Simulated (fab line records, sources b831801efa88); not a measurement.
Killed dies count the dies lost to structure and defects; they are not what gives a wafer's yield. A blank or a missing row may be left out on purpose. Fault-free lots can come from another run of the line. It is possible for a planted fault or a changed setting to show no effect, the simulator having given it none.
fab line records	flow sky130
record: lots: 13	wafers: 39	lastDay: 50
route steps=708 shown VT_ADJUST_LVTN@117 VT_ADJUST_HVTR@138 RES_PROTECT@209 POLY_GATE@218 PAD_OPEN@708
lots that met no fault: from a run of the same line without faults
startH: start of the lot's first displayed wafer, in hours after the record's first day	waitH: time in hours since the lot's previous step	" unchanged from the row above	L1.1+2: a single row standing in for several wafers	- no value, or no start was given	* or withheld: withheld	< > ~ a bound
route shown NAME@n: a module of which the file shows steps, and the number in the route of the first	usual: mean/standard deviation of fault-free wafers	same: alike in all rows	chamber/n: place in a boat	sites: readings site by site	_std_site: standard deviation of those values	_edge_site: mean of outer sites minus mean of inner sites	radiusMm: for every site, how far away it sits from the centre of the wafer	mask NAME#n: copy n	behind: the tool/chamber that last shaped the wafer	hold: why the lot was held/for how many hours/how that ended	device: which transistor (n, p or np) failed to switch	end of line: tests run on the same wafers once the route is complete	a step given without rows: its recipe and nothing more	killed: at the first sort, the dies lost to defects and structure; wafer yield is something else	map: a wafer's dies, x killed, . not, _ none there
set.NAME: the setting that was run; set.NAME@STEP: the one run at that earlier step	model.NAME: the simulator's own value behind a step, which no gauge read
one table for each step of the route and one row for each wafer, over a sample of lots
services: a tool's chamber out of use, with start hour (startH, from the record's first day; less than 0 if before it), hours out, and reason
== steps ==
step: SKY_VT_ADJUST_LVTN_STRIP_20
recipe: chemistry: O2/N2	powerW: 1400	pressureMtorr: 1500	platenTempC: withheld	o2FlowSccm: 3000	n2FlowSccm: 300	overashFraction: 0.5
usual: drypumpMotorCurrentA: 5.8/0.51	oesProductAu: 0.716/0.0046	stripTimeToEndpointS: 14.20/0.035
lot.wafer	tool	chamber	startH	waitH	drypumpMotorCurrentA	oesProductAu	rfHoursCounterH	stripTimeToEndpointS
L586.4	plasmaAsher-04	0	160.49	0.1	6.1	0.715	-	14.18
L586.5	"	1	"	"	5.2	0.707	-	14.20
L586.6	"	0	"	"	6.1	0.714	-	14.16
L588.3	plasmaAsher-04	1	177.29	0.1	5.1	0.719	-	14.18
L588.4	"	0	"	"	6.1	0.714	-	14.13
L588.6	"	1	"	"	5.1	0.711	-	14.14
L589.1	plasmaAsher-03	1	182.12	0.1	6.5	0.716	28	14.24
L589.2	"	0	"	"	5.5	0.709	28	14.27
L589.3	"	1	"	"	6.5	0.713	-	14.24
L590.1	plasmaAsher-04	0	186.06	0.1	6.1	0.720	54	14.23
L590.2	"	1	"	"	5.1	0.707	54	14.23
L590.4	"	0	"	"	6.2	0.713	-	14.20
L591.2	plasmaAsher-01	0	196.56	0.1	5.5	0.722	9	14.19
L591.3	"	0	"	"	5.5	0.716	-	14.19
L591.6	"	1	"	"	6.4	0.711	-	14.15
L592.3	plasmaAsher-04	0	199.59	0.1	6.2	0.715	-	14.20
L592.4	"	1	"	"	5.1	0.721	-	14.23
L592.5	"	0	"	"	6.1	0.721	-	14.18
L594.1	plasmaAsher-01	1	216.86	0.1	6.4	0.716	11	14.20
L594.3	"	0	"	"	5.5	0.716	-	14.20
L594.6	"	0	"	"	5.5	0.721	-	14.24
L596.1	plasmaAsher-04	1	223.11	0.1	5.1	0.710	58	14.22
L596.3	"	1	"	"	5.1	0.715	-	14.23
L596.6	"	0	"	"	6.2	0.715	-	14.23
L598.1	plasmaAsher-04	1	239.61	0.1	5.1	0.715	59	14.22
L598.3	"	1	"	"	5.1	0.712	-	14.17
L598.5	"	0	"	"	6.1	0.723	-	14.22
L603.1	plasmaAsher-01	1	283.77	0.1	6.4	0.708	17	14.16
L603.2	"	0	"	"	5.5	0.711	17	14.14
L603.5	"	0	"	"	5.5	0.724	-	14.21
L604.1	plasmaAsher-04	1	291.17	0.1	5.1	0.709	64	14.19
L604.3	"	1	"	"	5.1	0.717	-	14.21
L604.4	"	0	"	"	6.2	0.712	-	14.22
L605.1	plasmaAsher-03	1	291.21	0.1	6.5	0.717	39	14.17
L605.4	"	1	"	"	6.5	0.713	-	14.17
L605.5	"	1	"	"	6.5	0.720	-	14.18
L609.1	plasmaAsher-03	0	323.92	0.1	5.5	0.710	42	14.16
L609.3	"	1	"	"	6.5	0.713	-	14.17
L609.5	"	0	"	"	5.5	0.714	-	14.11
step: SKY_VT_ADJUST_HVTR_CD_MEAS_07
recipe: targetCdNm: 380
usual: cdNm: 379.6/3
lot.wafer	tool	chamber	startH	waitH	cdNm
L586.4	cdSem-02	-	202.71	0.1	381.4
L586.5	"	-	"	"	379.1
L586.6	"	-	"	"	380.7
L588.3	cdSem-02	-	220.49	0.1	381.3
L588.4	"	-	"	"	380.3
L588.6	"	-	"	"	380.5
L589.1	cdSem-02	-	224.99	0.1	382.9
L589.2	"	-	"	"	379.6
L589.3	"	-	"	"	377.5
L590.1	cdSem-01	-	229.28	0.1	377.1
L590.2	"	-	"	"	378.5
L590.4	"	-	"	"	376.9
L591.2	cdSem-01	-	239.97	0.1	384.3
L591.3	"	-	"	"	384.9
L591.6	"	-	"	"	382.3
L592.3	cdSem-01	-	242.99	0.1	371.7
L592.4	"	-	"	"	371.0
L592.5	"	-	"	"	372.2
L594.1	cdSem-01	-	262.74	0.1	378.0
L594.3	"	-	"	"	377.8
L594.6	"	-	"	"	377.3
L596.1	cdSem-01	-	268.25	0.1	385.0
L596.3	"	-	"	"	387.6
L596.6	"	-	"	"	386.7
L598.1	cdSem-02	-	286.43	0.1	384.9
L598.3	"	-	"	"	384.3
L598.5	"	-	"	"	383.5
L603.1	cdSem-01	-	333.64	0.1	381.6
L603.2	"	-	"	"	381.0
L603.5	"	-	"	"	380.5
L604.1	cdSem-02	-	343.63	0.1	376.6
L604.3	"	-	"	"	374.0
L604.4	"	-	"	"	376.2
L605.1	cdSem-01	-	343.94	0.1	380.8
L605.4	"	-	"	"	385.0
L605.5	"	-	"	"	383.6
L609.1	cdSem-02	-	377.93	0.1	381.8
L609.3	"	-	"	"	380.8
L609.5	"	-	"	"	382.0
step: SKY_RES_PROTECT_SOFTBAKE_03
recipe: tempC: 88.9	timeS: 60	resist: NOVOLAK
usual: heaterPowerTotalW: 55.62/0.053	resistLineTempC: 22.98/0.11	runLengthS: 89.21/0.22
lot.wafer	tool	chamber	startH	waitH	heaterPowerTotalW	resistLineTempC	runLengthS
L586.4	lithoTrack-03	0	336.51	0.1	55.55	23.11	89.90
L586.5	"	0	"	"	55.55	23.11	89.47
L586.6	"	0	"	"	55.57	23.19	89.75
L588.3	lithoTrack-01	0	345.70	0.1	55.73	22.94	89.26
L588.4	"	0	"	"	55.61	22.97	89.04
L588.6	"	0	"	"	55.61	23.07	89.00
L589.1	lithoTrack-02	0	348.67	0.1	55.62	23.03	89.01
L589.2	"	0	"	"	55.67	23.05	89.16
L589.3	"	0	"	"	55.56	22.84	89.34
L590.1	lithoTrack-03	0	352.54	0.1	55.55	23.01	89.80
L590.2	"	0	"	"	55.51	23.00	89.73
L590.4	"	0	"	"	55.64	23.01	89.55
L591.2	lithoTrack-01	0	362.77	0.1	55.64	23.02	89.03
L591.3	"	0	"	"	55.59	22.89	89.34
L591.6	"	0	"	"	55.56	23.01	89.12
L592.3	lithoTrack-02	0	369.82	0.1	55.58	23.11	89.21
L592.4	"	0	"	"	55.67	23.07	89.27
L592.5	"	0	"	"	55.56	23.06	89.40
L594.1	lithoTrack-01	0	394.50	0.1	55.69	23.06	89.22
L594.3	"	0	"	"	55.73	23.00	89.11
L594.6	"	0	"	"	55.52	22.99	89.02
L596.1	lithoTrack-02	0	400.82	0.1	55.57	22.96	89.06
L596.3	"	0	"	"	55.70	23.01	89.31
L596.6	"	0	"	"	55.69	22.92	89.28
L598.1	lithoTrack-03	0	418.79	0.1	55.65	22.75	89.54
L598.3	"	0	"	"	55.58	22.74	89.49
L598.5	"	0	"	"	55.67	22.70	89.55
L603.1	lithoTrack-01	0	481.90	0.1	57.62	23.05	83.17
L603.2	"	0	"	"	57.59	23.02	83.37
L603.5	"	0	"	"	57.60	22.87	83.43
L605.1	lithoTrack-01	0	492.65	0.1	57.64	22.97	83.29
L605.4	"	0	"	"	57.49	23.02	83.17
L605.5	"	0	"	"	57.63	22.94	83.38
L604.1	lithoTrack-02	0	493.72	0.1	55.57	23.08	89.09
L604.3	"	0	"	"	55.55	22.97	89.14
L604.4	"	0	"	"	55.65	23.00	89.49
L609.1	lithoTrack-02	0	523.07	0.1	55.57	22.94	89.08
L609.3	"	0	"	"	55.58	22.82	89.04
L609.5	"	0	"	"	55.75	22.85	89.14
step: SKY_POLY_GATE_THK_MEAS_04
recipe: reads: Si3N4_of_POLY_GATE_CVD_03
usual: POLY_GATE_CVD_03_THK: 75.2/0.68
lot.wafer	tool	chamber	startH	waitH	POLY_GATE_CVD_03_THK[nm]
L586.4	filmMetro-02	-	351.63	0.0	75.0
L586.5	"	-	"	"	73.9
L586.6	"	-	"	"	74.3
L588.3	filmMetro-01	-	361.32	0.0	75.2
L588.4	"	-	"	"	74.7
L588.6	"	-	"	"	74.5
L589.1	filmMetro-01	-	365.26	0.0	74.2
L589.2	"	-	"	"	74.7
L589.3	"	-	"	"	74.4
L590.1	filmMetro-01	-	367.67	0.0	75.3
L590.2	"	-	"	"	76.1
L590.4	"	-	"	"	75.5
L591.2	filmMetro-02	-	382.74	0.0	75.8
L591.3	"	-	"	"	75.4
L591.6	"	-	"	"	75.8
L592.3	filmMetro-04	-	389.27	0.0	75.5
L592.4	"	-	"	"	76.7
L592.5	"	-	"	"	75.7
L594.1	filmMetro-01	-	413.92	0.0	76.0
L594.3	"	-	"	"	76.3
L594.6	"	-	"	"	76.0
L596.1	filmMetro-01	-	419.63	0.0	76.1
L596.3	"	-	"	"	75.8
L596.6	"	-	"	"	76.7
L598.1	filmMetro-02	-	435.87	0.0	75.0
L598.3	"	-	"	"	75.5
L598.5	"	-	"	"	75.3
L603.1	filmMetro-04	-	499.74	0.0	73.9
L603.2	"	-	"	"	74.9
L603.5	"	-	"	"	75.0
L605.1	filmMetro-01	-	509.97	0.0	75.6
L605.4	"	-	"	"	75.5
L605.5	"	-	"	"	75.3
L604.1	filmMetro-01	-	511.33	0.0	75.0
L604.3	"	-	"	"	75.1
L604.4	"	-	"	"	74.7
L609.1	filmMetro-01	-	546.10	0.0	75.3
L609.3	"	-	"	"	75.2
L609.5	"	-	"	"	75.3
step: SKY_PAD_OPEN_PROBE_99
usual: killed_at_M0_to_M3: 43/5.9	killed_at_M4_up: 3.3/1.9	killedAtContacts: 24/5.6	killedAtFrontEnd: 15/4.1	killedAtOther: 0.4/0.66	killedDies: 86/9	killedOpen: 47/6.9	killedShort: 39/6.2
same: grossDies: 492	killedAtBackSide: 0
lot.wafer	tool	chamber	startH	waitH	killed_at_M0_to_M3	killed_at_M4_up	killedAtContacts	killedAtFrontEnd	killedAtOther	killedDies	killedOpen	killedShort
L588.3	prober-01	-	1087.10	0.2	49	2	30	20	1	102	58	43
L588.4	prober-01	-	1087.15	0.2	42	0	17	6	0	65	33	32
L588.6	prober-01	-	1087.25	0.2	53	4	28	18	0	103	58	42
L589.1	prober-02	-	1088.64	0.1	48	2	15	12	0	77	41	35
L589.2	prober-02	-	1088.69	0.1	43	2	27	13	1	86	38	46
L589.3	prober-02	-	1088.74	0.2	45	4	29	13	0	91	50	40
L591.2	prober-02	-	1101.82	0.1	48	3	26	14	2	93	59	34
L591.3	prober-02	-	1101.87	0.2	51	3	14	13	1	82	49	33
L591.6	prober-02	-	1102.02	0.2	48	5	24	13	1	91	54	37
L594.1	prober-01	-	1120.28	0.1	49	5	21	19	1	95	40	54
L594.3	prober-01	-	1120.38	0.2	56	1	31	17	0	105	55	50
L594.6	prober-01	-	1120.53	0.2	47	3	22	21	0	93	48	45
L598.1	prober-02	-	1145.72	0.1	37	1	25	9	0	72	46	25
L598.3	prober-02	-	1145.82	0.2	39	2	39	11	1	92	45	47
L598.5	prober-02	-	1145.92	0.2	34	2	22	15	2	75	28	47
L604.1	prober-02	-	1179.62	0.1	44	6	17	18	0	85	42	43
L604.3	prober-02	-	1179.72	0.2	42	4	24	19	2	91	51	39
L604.4	prober-02	-	1179.77	0.2	39	6	21	14	0	80	45	35
L609.1	prober-01	-	1200.35	0.1	46	1	26	9	0	82	47	35
L609.3	prober-01	-	1200.45	0.2	37	6	22	15	0	80	47	33
L609.5	prober-01	-	1200.55	0.2	35	3	21	20	1	80	40	40
killed by level:class
L588.3 VIA1:geometricParticle:open=15 CONTACT:geometricParticle:open=13 VIA3:geometricParticle:open=10 FIELD_ISO:geometricParticle:short=9 LOCAL_INTERCONNECT:geometricParticle:short=8 VIA2:geometricParticle:open=8 CONTACT:geometricParticle:short=5 METAL2:geometricParticle:short=5
L588.4 VIA1:geometricParticle:short=9 CONTACT:geometricParticle:open=8 VIA1:geometricParticle:open=8 VIA3:geometricParticle:open=7 VIA2:geometricParticle:short=5 LOCAL_INTERCONNECT:geometricParticle:short=3 CONTACT:geometricParticle:short=3 METAL1:geometricParticle:open=3
L588.6 LI_CONTACT:geometricParticle:open=13 METAL2:geometricParticle:short=11 VIA1:geometricParticle:open=11 VIA3:geometricParticle:open=9 CONTACT:geometricParticle:open=7 LOCAL_INTERCONNECT:geometricParticle:short=4 METAL1:geometricParticle:short=4 VIA1:geometricParticle:short=4
L589.1 VIA2:geometricParticle:open=8 METAL1:geometricParticle:short=7 LI_CONTACT:geometricParticle:open=6 VIA3:geometricParticle:open=6 METAL3:geometricParticle:short=5 CONTACT:geometricParticle:open=5 VIA1:geometricParticle:open=5 METAL2:geometricParticle:short=4
L589.2 CONTACT:geometricParticle:open=11 METAL1:geometricParticle:short=8 VIA2:geometricParticle:open=8 CONTACT:geometricParticle:short=7 VIA1:geometricParticle:open=7 VIA3:geometricParticle:short=5 LOCAL_INTERCONNECT:geometricParticle:short=4 VIA3:geometricParticle:open=4
L589.3 CONTACT:geometricParticle:open=11 FIELD_ISO:geometricParticle:open=7 VIA1:geometricParticle:open=7 CONTACT:geometricParticle:short=7 VIA2:geometricParticle:open=7 LI_CONTACT:geometricParticle:short=6 VIA3:geometricParticle:open=6 METAL2:geometricParticle:short=5
L591.2 VIA3:geometricParticle:open=12 LI_CONTACT:geometricParticle:open=11 VIA1:geometricParticle:open=8 METAL1:geometricParticle:short=8 CONTACT:geometricParticle:open=7 FIELD_ISO:geometricParticle:short=5 METAL2:geometricParticle:short=5 VIA2:geometricParticle:open=5
L591.3 VIA1:geometricParticle:open=15 METAL1:geometricParticle:short=10 VIA2:geometricParticle:open=8 LOCAL_INTERCONNECT:geometricParticle:short=5 FIELD_ISO:geometricParticle:open=4 POLY_GATE:geometricParticle:open=4 LI_CONTACT:geometricParticle:open=4 VIA1:geometricParticle:short=4
L591.6 VIA1:geometricParticle:open=17 CONTACT:geometricParticle:open=9 LI_CONTACT:geometricParticle:open=7 METAL1:geometricParticle:short=5 VIA1:geometricParticle:short=5 LI_CONTACT:geometricParticle:short=4 CONTACT:geometricParticle:short=4 VIA2:geometricParticle:open=4
L594.1 METAL1:geometricParticle:short=10 METAL2:geometricParticle:short=8 VIA1:geometricParticle:open=8 CONTACT:geometricParticle:open=7 FIELD_ISO:geometricParticle:short=7 CONTACT:geometricParticle:short=6 FIELD_ISO:geometricParticle:open=4 VIA3:geometricParticle:open=4
L594.3 CONTACT:geometricParticle:open=11 VIA1:geometricParticle:open=10 LI_CONTACT:geometricParticle:open=8 FIELD_ISO:geometricParticle:short=6 LOCAL_INTERCONNECT:geometricParticle:short=6 VIA3:geometricParticle:open=6 VIA3:geometricParticle:short=6 VIA2:geometricParticle:open=5
L594.6 LI_CONTACT:geometricParticle:open=8 METAL1:geometricParticle:short=8 VIA1:geometricParticle:open=8 FIELD_ISO:geometricParticle:short=7 FIELD_ISO:geometricParticle:open=5 VIA2:geometricParticle:open=5 METAL1:geometricParticle:open=4 CONTACT:geometricParticle:short=4
L598.1 VIA1:geometricParticle:open=11 CONTACT:geometricParticle:open=8 LI_CONTACT:geometricParticle:open=7 VIA2:geometricParticle:open=5 LOCAL_INTERCONNECT:geometricParticle:short=4 CONTACT:geometricParticle:short=4 FIELD_ISO:geometricParticle:open=3 VIA1:geometricParticle:short=3
L598.3 LI_CONTACT:geometricParticle:open=15 CONTACT:geometricParticle:open=11 METAL1:geometricParticle:short=7 VIA2:geometricParticle:open=7 METAL2:geometricParticle:short=6 LI_CONTACT:geometricParticle:short=5 CONTACT:geometricParticle:short=5 VIA1:geometricParticle:open=5
L598.5 METAL2:geometricParticle:short=9 LI_CONTACT:geometricParticle:open=7 FIELD_ISO:geometricParticle:short=6 LOCAL_INTERCONNECT:geometricParticle:short=5 VIA2:geometricParticle:open=5 LI_CONTACT:geometricParticle:short=4 METAL1:geometricParticle:short=4 VIA2:geometricParticle:short=4
L604.1 VIA1:geometricParticle:open=20 FIELD_ISO:geometricParticle:short=7 POLY_GATE:geometricParticle:short=6 METAL1:geometricParticle:short=6 VIA2:geometricParticle:open=5 LI_CONTACT:geometricParticle:open=5 CONTACT:geometricParticle:short=5 METAL4:geometricParticle:short=5
L604.3 VIA1:geometricParticle:open=11 CONTACT:geometricParticle:open=8 METAL1:geometricParticle:short=7 POLY_GATE:geometricParticle:open=6 LI_CONTACT:geometricParticle:open=6 VIA3:geometricParticle:open=6 SPACER:geometricParticle:short=4 SPACER:geometricParticle:open=4
L604.4 VIA1:geometricParticle:open=9 CONTACT:geometricParticle:open=8 VIA3:geometricParticle:open=7 METAL1:geometricParticle:short=6 METAL4:geometricParticle:short=5 FIELD_ISO:geometricParticle:short=4 LI_CONTACT:geometricParticle:open=4 METAL1:geometricParticle:open=4
L609.1 CONTACT:geometricParticle:open=9 LI_CONTACT:geometricParticle:open=8 VIA1:geometricParticle:open=8 VIA2:geometricParticle:open=8 METAL3:geometricParticle:short=6 VIA3:geometricParticle:open=6 METAL2:geometricParticle:short=5 METAL1:geometricParticle:short=5
L609.3 VIA1:geometricParticle:open=13 LI_CONTACT:geometricParticle:open=7 FIELD_ISO:geometricParticle:open=5 VIA2:geometricParticle:open=5 CONTACT:geometricParticle:short=4 CONTACT:geometricParticle:open=4 VIA1:geometricParticle:short=4 VIA3:geometricParticle:open=4
L609.5 CONTACT:geometricParticle:open=7 VIA1:geometricParticle:open=6 FIELD_ISO:geometricParticle:short=5 FIELD_ISO:geometricParticle:open=5 LI_CONTACT:geometricParticle:short=5 METAL2:geometricParticle:short=5 VIA3:geometricParticle:open=5 POLY_GATE:geometricParticle:short=4
== services ==
tool	chamber	startH	hours	kind
plasmaAsher-04	-	147.06	3.0	repair
plasmaAsher-03	-	150.54	28.1	pm
plasmaAsher-01	-	341.42	1.0	repair
lithoTrack-01	-	413.63	-	consumableReplace:filter
plasmaAsher-04	-	421.25	9.0	pm
plasmaAsher-04	0	421.25	9.0	ventCycle
plasmaAsher-04	1	421.25	9.0	ventCycle
plasmaAsher-04	0	430.25	-	clean
plasmaAsher-04	1	430.25	-	clean
plasmaAsher-03	-	444.06	14.6	pm
plasmaAsher-03	-	480.51	2.8	pm
plasmaAsher-04	-	500.80	1.5	repair
== key ==
firstSign: step: SKY_RES_PROTECT_SOFTBAKE_03	reading: heaterPowerTotalW	direction: up	sigmas: 37	usual: *	struck: *
effect: step: SKY_RES_PROTECT_SOFTBAKE_03	reading: runLengthS	direction: down	sigmas: 26	usual: *	struck: *
metAt SKY_RES_PROTECT_SOFTBAKE_03
struckLots L603,L605
testerLeftOut L603,L605
notActingAt SKY_VT_ADJUST_LVTN_STRIP_20,SKY_VT_ADJUST_HVTR_CD_MEAS_07,SKY_POLY_GATE_THK_MEAS_04
onsetBetween 394.50 481.90
fault: kind: processParameterDrift	tool: lithoTrack-01	chamber: -	onsetH: 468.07	steps: SKY_RES_PROTECT_SOFTBAKE_03	channel: timeS	offset: *	shape: step	endH: 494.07	actsIn: *	stated: *
testerLeftOut: of these lots the tester's yield and bins aren't shown, on N5 and GAA mostly nor the transistor test; their killed dies are dies lost to structure and defects alone, not to doping, threshold or leakage, so they don't give the yield
